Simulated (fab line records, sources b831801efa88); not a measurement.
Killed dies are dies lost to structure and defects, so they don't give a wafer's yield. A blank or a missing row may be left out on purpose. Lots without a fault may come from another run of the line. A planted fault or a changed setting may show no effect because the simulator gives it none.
A struck lot beside a sound one | flow sky130 | 26 steps out of a route of 708
Sound: wafers L980.2, L980.4, L980.6. Struck: wafer L988.1. (L988.2, L988.3 of the same lot were not struck and are left out.) The cause comes at the end.
At each step with rows: each side's tool, then ch and its chambers, then its first start. Under that, the readings that differ: sound wafers | struck wafers | difference of the means | sigmas: that difference in standard deviations of wafers without a fault.
alike: readings whose means differ by less than 2 such deviations, and words and numbers that are the same on both sides. not compared: withheld readings, readings that some wafer has no value for, bounds like >300 that may hide the same value, and numbers for which the record gives no deviation and whose values overlap.
The two part at a step that has a row with sigmas, a row that says differs or no value, or rows on one side only. Numbers that don't overlap but have no deviation are shown without sigmas and don't part them. A reading that every wafer of one side lacks parts them only if that side has two wafers or more.

first, 2 steps without rows for these wafers: SKY_VIA2_SPUTTER_20 (material TiN, target thk 20 nm, time 80 s); SKY_VIA2_CVD_21 (deposits W, target thk 420 nm, time 126.4 s).
SKY_VIA2_RS_MEAS_22: measures by four-point-probe.
  sound on film_metro-03, day 39 08:04; struck on film_metro-02, day 41 03:08
  alike: VIA2_W_RS
SKY_VIA2_THK_MEAS_23: measures by xrf.
  sound on film_metro-03, day 39 08:10; struck on film_metro-02, day 41 03:15
  alike: VIA2_W_THK
then, 3 steps without rows for these wafers: SKY_VIA2_CMP_24 (polishes, stops on SiO2, t overpolish 20 s, target thk 0 nm); SKY_METAL3_SPUTTER_00 (material Ti, target thk 15 nm, time 10 s); SKY_METAL3_SPUTTER_01 (material TiN, target thk 20 nm, time 16.7 s).
SKY_METAL3_SPUTTER_02: material AlCu, target thk 735 nm, time 39.1 s.
  sound on pvd_sputter-03, day 39 08:46; struck on pvd_sputter-01, day 41 03:40
  alike: throttle_valve_pct
SKY_METAL3_SPUTTER_03: material Ti, target thk 5 nm, time 3.3 s.
  sound on pvd_sputter-03, day 39 08:47; struck on pvd_sputter-01, day 41 03:42
  alike: throttle_valve_pct
SKY_METAL3_SPUTTER_04: material TiN, target thk 70 nm, time 58.3 s.
  sound on pvd_sputter-03, day 39 08:49; struck on pvd_sputter-01, day 41 03:43
  alike: throttle_valve_pct
SKY_CAPM_CVD_00: deposits SiO2, target thk 15.5 nm.
  sound on pecvd-02 ch 0,1, day 39 08:52; struck on pecvd-02 ch 1, day 41 03:46
  alike: heater_power_w, rf_fwd_power_W
SKY_CAPM_THK_MEAS_01:
  sound on film_metro-01, day 39 08:54; struck on film_metro-01, day 41 03:47
  alike: CAPM_CVD_00_THK
SKY_CAPM_SPUTTER_02: material TiN, target thk 200 nm, time 166.7 s.
  sound on pvd_sputter-02, day 39 08:57; struck on pvd_sputter-04, day 41 03:51
  alike: throttle_valve_pct
SKY_CAPM_RS_MEAS_03: measures by four-point-probe.
  sound on film_metro-03, day 39 09:05; struck on film_metro-03, day 41 03:58
  reading              | sound          | struck | difference | sigmas
  CAPM_TIN_RS (ohm/sq) | 6.89 6.73 6.71 | 9.64   | +2.86      | +26
SKY_CAPM_THK_MEAS_04: measures by xrf.
  sound on film_metro-03, day 39 09:11; struck on film_metro-03, day 41 04:05
  reading           | sound       | struck | difference | sigmas
  CAPM_TIN_THK (nm) | 199 204 204 | 158    | -44        | -13
then, 7 steps without rows for these wafers: SKY_CAPM_DEHYDRATE_05 (time 60 s); SKY_CAPM_HMDS_06 (prime time 60 s); SKY_CAPM_COAT_07 (resist thk 1140 nm); SKY_CAPM_SOFTBAKE_08 (time 60 s); SKY_CAPM_EXPOSE_09 (exposes mask CAPM, target cd 1000 nm); SKY_CAPM_PEB_10; SKY_CAPM_DEVELOP_11 (develop time 60 s).
SKY_CAPM_OVL_MEAS_12:
  sound on overlay-02, day 40 09:51; struck on overlay-01, day 42 04:18
  alike: CAPM_OVL
SKY_CAPM_METAL_ETCH_13: etches TiN in Cl2/BCl3, stops on SiO2, target depth 220 nm, time 62.9 s.
  sound on rie_metal-03 ch 0,1, day 40 09:53; struck on rie_metal-03 ch 1, day 42 04:20
  reading                | sound                | struck | difference | sigmas
  oes_product_au (a.u.)  | 0.941 0.951 0.963    | 0.817  | -0.135     | -13
  throttle_valve_pct (%) | 21.913 21.888 21.881 | 21.991 | +0.097     | +8
  alike: bcl3_flow_sccm, drypump_motor_current_A, rf_fwd_power_W
  not compared: rf_hours_counter_h
SKY_CAPM_STRIP_14: strips in O2/N2.
  sound on plasma_asher-04 ch 0,1, day 40 09:58; struck on plasma_asher-03 ch 1, day 42 04:25
  alike: drypump_motor_current_A, oes_product_au, strip_time_to_endpoint_s
  not compared: rf_hours_counter_h
-- the record jumps here: 7 days lie between the struck wafers' starts before and after (it left off in module CAPM and takes up again in module PAD_OPEN, whose first step shown is number 708 of the route) --
SKY_PAD_OPEN_PROBE_99:
  the record has rows for the struck wafers here (prober-01, day 49 15:19) and none for the sound ones

WHERE THEY PART
First at SKY_CAPM_RS_MEAS_03; last, within this record, at SKY_PAD_OPEN_PROBE_99.

WHY: what the simulator had put in
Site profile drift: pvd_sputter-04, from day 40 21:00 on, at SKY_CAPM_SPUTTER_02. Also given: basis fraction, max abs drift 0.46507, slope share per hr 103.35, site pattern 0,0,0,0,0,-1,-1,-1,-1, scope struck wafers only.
